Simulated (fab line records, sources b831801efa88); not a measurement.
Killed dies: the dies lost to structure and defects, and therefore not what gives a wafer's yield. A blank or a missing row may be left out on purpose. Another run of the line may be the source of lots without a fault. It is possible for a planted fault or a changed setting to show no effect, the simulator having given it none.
fab line records | flow sky130
[record] lots = 6 wafers = 18 last-day = 50
route steps=708 shown VIA1@460
lots with no fault: from the same line, run without faults
start-h: hours from the record's opening day to when the first of the lot's shown wafers began | wait-h: hours from the lot's prior step to this one | " the same as in the row above | L1.1+2: one row covering several wafers at once | - value missing, or start not given | * or withheld: withheld | < > ~ a bound
route shown NAME@n: a module of which the file shows steps, and the number in the route of the first | usual: mean and standard deviation over wafers with no fault | same: alike in all rows | chamber/n: place in a boat | sites: each site's reading | _std_site: standard deviation of those values | _edge_site: outer sites' mean less inner sites' | radius-mm: for every site, how far away it sits from the centre of the wafer | mask NAME#n: copy n | behind: the tool/chamber that last shaped the wafer | hold: why the lot went on hold/how many hours it stayed there/how the hold came to an end | device: which transistor (n, p or np) failed to switch | end of line: the route-end tests of the same wafers | where a step has no rows: the recipe by itself | killed: dies lost to structure and defects at the first sort, not the wafer's yield | map: dies across one wafer; x = killed, . = not, _ = none there
set.NAME: the run value of the setting; set.NAME@STEP: its run value at that earlier step | model.NAME: the simulator's own value behind a step, which no gauge read
lots at selected steps of the route; one table per step, one row per wafer
services: from which hour (start-h, from the record's first day; less than 0 if before it) a tool's chamber was out of use, for how many hours, and why
[[steps]]
[step SKY_VIA1_CMP_02]
[recipe] material = SiO2 down-force-psi = 4 platen-rpm = 60 pad-velocity-m-s = 0.94248
[usual] motor-current-A = 11.7/0.81
// columns lot.wafer tool chamber start-h wait-h motor-current-A
L637.4 cmp-01 0 780.64 0.0 12.9
L637.3 " 1 " " 11.6
L637.6 " 1 " " 11.9
L639.3 cmp-02 3 804.62 0.0 11.8
L639.4 " 0 " " 11.6
L639.6 " 0 " " 12.2
L640.1 cmp-01 3 806.27 0.1 12.0
L640.4 " 1 " " 10.7
L640.6 " 2 " " 11.1
L645.4 cmp-01 1 842.33 0.1 10.6
L645.3 " 2 " " 11.0
L645.6 " 0 " " 13.7
L656.3 cmp-01 2 926.00 0.1 10.9
L656.5 " 1 " " 11.2
L656.6 " 2 " " 10.1
L658.3 cmp-01 1 936.68 0.0 11.2
L658.4 " 2 " " 10.6
L658.1 " 0 " " 13.1
[step SKY_VIA1_BOW_MEAS_03]
[recipe] mode = bow
[usual] VIA1_BOW = 82/6.6
// columns lot.wafer tool chamber start-h wait-h VIA1_BOW[um]
L637.3 film-metro-04 - 780.98 0.2 71
L637.4 " - " " 88
L637.6 " - " " 88
L639.3 film-metro-03 - 804.96 0.3 84
L639.4 " - " " 75
L639.6 " - " " 93
L640.1 film-metro-03 - 806.52 0.2 80
L640.4 " - " " 79
L640.6 " - " " 78
L645.3 film-metro-02 - 842.62 0.2 77
L645.4 " - " " 86
L645.6 " - " " 84
L656.3 film-metro-04 - 926.29 0.2 100
L656.5 " - " " 85
L656.6 " - " " 76
L658.1 film-metro-04 - 936.98 0.1 76
L658.3 " - " " 90
L658.4 " - " " 84
[step SKY_VIA1_DEHYDRATE_04]
[recipe] temp-c = 200 time-s = 60
[step SKY_VIA1_HMDS_05]
[recipe] prime-time-s = 60 prime-temp-c = 120
[step SKY_VIA1_COAT_06]
[recipe] resist = BARC temp-c = withheld time-s = withheld spin-rpm = 3000 resist-thk-nm = 60
[step SKY_VIA1_COAT_07]
[recipe] resist = KrF-thick spin-rpm = 3000 resist-thk-nm = 450
[step SKY_VIA1_SOFTBAKE_08]
[recipe] temp-c = 100 time-s = 90 resist = KrF-thick
[step SKY_VIA1_EXPOSE_09]
[recipe] mask-id = VIM na = 0.8 source-shape = annular sigma-inner = 0.55 sigma-outer = 0.85 target-cd-nm = 150 dose-mj = 38
[step SKY_VIA1_PEB_10]
[recipe] peb-temp-c = withheld peb-time-s = withheld resist = KrF-thick
[step SKY_VIA1_DEVELOP_11]
[recipe] develop-time-s = 60 resist = KrF-thick dev-temp-c = 21
[step SKY_VIA1_CD_MEAS_12]
[recipe] target-cd-nm = 150
[usual] cd-nm = 150.2/1.9
// columns lot.wafer tool chamber start-h wait-h cd-nm
L637.3 cd-sem-02 - 807.52 - 147.1
L637.4 " - " " 148.1
L637.6 " - " " 148.5
L639.3 cd-sem-02 - 831.67 - 151.5
L639.4 " - " " 152.1
L639.6 " - " " 152.3
L640.1 cd-sem-02 - 833.37 - 148.6
L640.4 " - " " 150.3
L640.6 " - " " 150.0
L645.3 cd-sem-01 - 868.93 - 149.5
L645.4 " - " " 148.7
L645.6 " - " " 151.1
L656.3 cd-sem-01 - 951.27 - 147.7
L656.5 " - " " 151.2
L656.6 " - " " 149.6
L658.1 cd-sem-01 - 961.17 - 152.2
L658.3 " - " " 152.6
L658.4 " - " " 150.2
[step SKY_VIA1_OVL_MEAS_13]
[usual] VIA1_OVL = 3/5.1
// columns lot.wafer tool chamber start-h wait-h VIA1_OVL[nm]
L637.3 overlay-02 - 807.61 0.1 3
L637.4 " - " " 2
L637.6 " - " " 0
L639.3 overlay-02 - 831.76 0.1 10
L639.4 " - " " 5
L639.6 " - " " 4
L640.1 overlay-01 - 833.49 0.1 -3
L640.4 " - " " 10
L640.6 " - " " -6
L645.3 overlay-01 - 869.02 0.1 -1
L645.4 " - " " 7
L645.6 " - " " -3
L656.3 overlay-02 - 951.36 0.1 9
L656.5 " - " " 4
L656.6 " - " " 17
L658.1 overlay-01 - 961.29 0.1 5
L658.3 " - " " 5
L658.4 " - " " 11
[step SKY_VIA1_ETCH_14]
[recipe] chemistry = N2/H2 target = BARC ion-energy-ev = 200 source-w = 500 bias-w = 100 pressure-mtorr = 30 n2-flow-sccm = 100 h2-flow-sccm = 200 stop-on = SiO2 time-s = 45.9 target-depth-a = 600
[usual] drypump-motor-current-A = 5.6/0.35 oes-product-au = 0.855/0.0051 rf-fwd-power-W = 494.7/2.4 run-length-s = 74.0/0.47 throttle-valve-pct = 13.223/0.0097
// columns lot.wafer tool chamber start-h wait-h drypump-motor-current-A oes-product-au rf-fwd-power-W rf-hours-counter-h run-length-s throttle-valve-pct model.KrF-thick_of_VIA1_COAT_07.thk-nm model.etch.depth-nm
L637.3 rie-diel-01 2 807.63 0.0 5.7 0.852 492.9 4 73.9 13.226 391.5 59.88
L637.4 " 0 " " 6.0 0.858 496.3 27 74.0 13.228 390.5 59.93
L637.6 " 1 " " 5.7 0.855 496.1 - 73.9 13.214 391.1 59.88
L639.3 rie-diel-01 2 831.79 0.0 5.7 0.855 493.8 4 73.7 13.233 392.1 59.97
L639.4 " 1 " " 5.7 0.846 498.2 - 74.1 13.216 392.8 59.94
L639.6 " 3 " " 5.5 0.855 494.0 - 74.2 13.235 393.6 60.22
L640.1 rie-diel-04 1 833.53 0.0 6.1 0.847 494.0 11 75.0 13.210 393 59.89
L640.4 " 2 " " 5.1 0.853 490.5 11 73.2 13.204 393 59.93
L640.6 " 3 " " 5.3 0.853 499.8 - 73.6 13.235 393.6 59.98
L645.3 rie-diel-01 3 869.04 0.0 5.5 0.859 494.4 6 73.4 13.229 392.7 60.16
L645.4 " 0 " " 6.0 0.862 493.9 - 74.2 13.227 390.8 60.06
L645.6 " 3 " " 5.5 0.859 493.9 - 73.6 13.192 392.9 60.09
L656.3 rie-diel-04 0 951.39 0.0 5.9 0.855 495.8 11 74.7 13.209 394.2 59.99
L656.5 " 1 " " 6.2 1.000 - - 60.1 13.226 406.5 54.46
L656.6 " 0 " " 5.9 0.853 495.2 - 75.0 13.239 395.3 60.01
L658.1 rie-diel-04 0 961.33 0.0 6.0 0.854 494.8 11 75.0 13.220 394.1 60.25
L658.3 " 2 " " 5.1 0.858 492.3 15 73.8 13.217 393.9 60.22
L658.4 " 1 " " 6.2 1.002 - 15 59.8 13.239 407.5 54
[step SKY_VIA1_ETCH_15]
[recipe] target = SiO2 chemistry = C4F8/O2/Ar target-depth-nm = 351 stop-on = TiN mask-material = KrF-thick source-w = 1500 bias-w = 1200 pressure-mtorr = 40 c4f8-flow-sccm = withheld O2_flow_sccm = 6 Ar_flow_sccm = 300 time-s = 54
[usual] oes-product-au = 0.982/0.0051 rf-fwd-power-W = 1487/5.7 run-length-s = 82.1/0.46
// columns lot.wafer tool chamber start-h wait-h oes-product-au rf-fwd-power-W rf-hours-counter-h run-length-s model.KrF-thick_of_VIA1_COAT_07.thk-nm
L637.3 rie-diel-01 2 807.68 0.0 0.985 1481 4 82.0 319.6
L637.4 " 0 " " 0.971 1484 27 82.1 318.6
L637.6 " 1 " " 0.993 1492 - 82.1 320.8
L639.3 rie-diel-01 2 831.83 0.0 0.974 1491 4 81.7 321.6
L639.4 " 1 " " 0.979 1498 - 82.1 322.6
L639.6 " 3 " " 0.982 1490 - 81.5 324.1
L640.1 rie-diel-04 1 833.57 0.0 0.982 1479 11 82.4 321.8
L640.4 " 2 " " 0.984 1479 11 81.6 321.8
L640.6 " 3 " " 0.976 1489 - 81.7 323.7
L645.3 rie-diel-01 3 869.09 0.0 0.975 1483 6 81.7 323.4
L645.4 " 0 " " 0.981 1492 - 82.1 319.8
L645.6 " 3 " " 0.975 1478 - 81.9 322.8
L656.3 rie-diel-04 0 951.43 0.0 0.974 1493 11 83.0 325.4
L656.5 " 1 " " 0.382 1484 - 82.6 335.4
L656.6 " 0 " " 0.976 1482 - 82.5 325.8
L658.1 rie-diel-04 0 961.37 0.0 0.977 1488 11 82.6 324.5
L658.3 " 2 " " 0.969 1483 15 81.9 322.1
L658.4 " 1 " " 0.374 1478 15 82.6 336.3
[step SKY_VIA1_STRIP_16]
[recipe] chemistry = O2/N2 power-w = 1400 pressure-mtorr = 1500 platen-temp-c = withheld o2-flow-sccm = 3000 n2-flow-sccm = 300 overash-fraction = 0.5
[usual] drypump-motor-current-A = 5.9/0.39 oes-product-au = 0.415/0.0048 strip-time-to-endpoint-s = 4.455/0.02
// columns lot.wafer tool chamber start-h wait-h drypump-motor-current-A oes-product-au rf-hours-counter-h strip-time-to-endpoint-s
L637.3 plasma-asher-02 1 807.76 0.1 6.1 0.414 - 4.429
L637.4 " 0 " " 5.3 0.417 - 4.427
L637.6 " 1 " " 6.1 0.422 - 4.426
L639.3 plasma-asher-03 0 831.91 0.1 6.5 0.413 - 4.439
L639.4 " 1 " " 5.8 0.418 - 4.465
L639.6 " 0 " " 6.5 0.409 - 4.484
L640.1 plasma-asher-03 1 833.62 0.0 5.8 0.414 10 4.461
L640.4 " 0 " " 6.5 0.420 - 4.444
L640.6 " 0 " " 6.5 0.413 - 4.460
L645.3 plasma-asher-02 0 869.17 0.1 5.3 0.419 - 4.461
L645.4 " 1 " " 6.1 0.417 - 4.427
L645.6 " 0 " " 5.3 0.421 - 4.458
L656.3 plasma-asher-02 0 951.51 0.1 5.3 0.416 - 4.484
L656.5 " 0 " " 5.3 0.418 - 4.561
L656.6 " 1 " " 6.1 0.422 - 4.498
L658.1 plasma-asher-03 0 961.42 0.0 6.4 0.411 22 4.493
L658.3 " 0 " " 6.5 0.426 - 4.439
L658.4 " 1 " " 5.8 0.414 - 4.606
[step SKY_VIA1_STRIP_17]
[recipe] chemistry = post-etch-residue-remover time-s = 1200 temp-c = 72.5
[[services]]
// columns tool chamber start-h hours kind
cmp-02 - 770.32 0.8 repair
cmp-01 - 781.59 1.7 repair
rie-diel-01 - 791.40 0.8 repair
rie-diel-04 3 808.26 - clean
rie-diel-04 3 808.26 22.6 scheduled-down
rie-diel-04 3 808.26 22.6 vent-cycle
plasma-asher-03 - 810.13 3.1 repair
rie-diel-01 0 822.81 - clean
cmp-02 - 834.53 3.8 repair
cmp-01 - 849.31 3.4 repair
cmp-01 - 861.18 0.8 repair
rie-diel-04 3 881.44 7.2 repair
cmp-02 - 895.50 4.1 pm
rie-diel-04 0 896.31 7.1 repair
rie-diel-01 0 899.64 4.7 repair
cmp-01 - 900.53 0.6 repair
rie-diel-01 2 903.55 2.1 repair
rie-diel-01 - 911.74 14.6 pm
cmp-02 - 912.14 4.0 pm
plasma-asher-03 - 926.97 3.4 repair
cmp-01 - 943.29 0.4 repair
cmp-01 - 947.81 7.6 repair
plasma-asher-03 - 949.10 9.8 pm
cmp-01 - 956.24 6.8 pm
[[key]]
[first-sign] step = SKY_VIA1_ETCH_14 reading = run-length-s direction = down sigmas = 30 usual = * struck = *
[effect] step = SKY_VIA1_ETCH_14 reading = oes-product-au direction = up sigmas = 29 usual = 0.855 struck = 1.001
[effect] step = SKY_VIA1_ETCH_15 reading = oes-product-au direction = down sigmas = 99+ usual = 0.982 struck = 0.378
[effect] step = SKY_VIA1_STRIP_16 reading = strip-time-to-endpoint-s direction = up sigmas = 6.4 usual = * struck = *
[model-effect] step = SKY_VIA1_ETCH_14 value = KrF-thick_of_VIA1_COAT_07.thk-nm without = 393.4 struck = 407
[model-effect] step = SKY_VIA1_ETCH_15 value = KrF-thick_of_VIA1_COAT_07.thk-nm without = 322.3 struck = 335.9
met-at SKY_VIA1_ETCH_14
struck-wafers L656.5,L658.4
later-rows-left-out L656.5,L658.4
sort-left-out L656.5,L658.4
onset-between 833.53 951.39
[fault] kind = process-parameter-drift tool = rie-diel-04 chamber = 1 onset-h = 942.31 steps = SKY_VIA1_ETCH_14 channel = time-s offset = * shape = step end-h = 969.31 acts-in = * stated = *
// sort-left-out: the simulated sort isn't trusted on such a fault, so these wafers' sort isn't shown, and their yield isn't known
// later-rows-left-out: the simulator's readings of these wafers behind a module that went badly wrong aren't trusted and aren't shown, but for the sort
